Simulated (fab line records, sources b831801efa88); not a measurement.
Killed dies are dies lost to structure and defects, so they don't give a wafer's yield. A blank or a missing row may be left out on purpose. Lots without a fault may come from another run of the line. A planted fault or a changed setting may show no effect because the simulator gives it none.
Chamber matching | flow sfq_line | SFQ_TRILAYER_I1_CMP_CMP_046 on cmp-02: 4 sister chambers
The step polishes SiO2. 4 wafers are shown with their chamber, then 8 later ones without.

WAFERS WITH THEIR CHAMBER
wafer  | chamber | motor_current_A (A)
L579.1 | 0       | 10.8
L579.3 | 3       | 7.4
L579.5 | 2       | 10.3
L581.2 | 1       | 11.2

WAFERS WITHOUT THEIR CHAMBER
wafer  | motor_current_A (A)
L581.1 | 8.0
L581.4 | 10.6
L586.4 | 10.9
L586.5 | 7.5
L586.6 | 10.3
L590.2 | 11.4
L590.3 | 7.9
L590.5 | 10.1

WHICH CHAMBER EACH WENT THROUGH
wafer  | from the rows above          | in truth
L581.1 | 3                            | 3
L581.4 | can't be placed: 0 or 2 or 1 | 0
L586.4 | can't be placed: 0 or 1 or 2 | 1
L586.5 | 3                            | 3
L586.6 | can't be placed: 2 or 0      | 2
L590.2 | can't be placed: 1 or 0      | 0
L590.3 | 3                            | 3
L590.5 | can't be placed: 2 or 0      | 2
Placed correctly: 3 of 8. Can't be placed from these rows: 5 (the true chamber is among the candidates in 5). Placed wrongly: 0.
How it was worked out, from the rows above alone: a wafer's distance from a chamber is the root of the sum, over the readings, of the square of ((its reading less the chamber's mean) divided by the reading's scatter). The wafer belongs to the nearest chamber; if the next one is less than 2 further off, it can't be placed. A chamber's mean is the mean of its shown wafers. The scatter: with one shown wafer a chamber, the root of the mean of the squares of how far each hidden wafer lies from its nearest shown one.
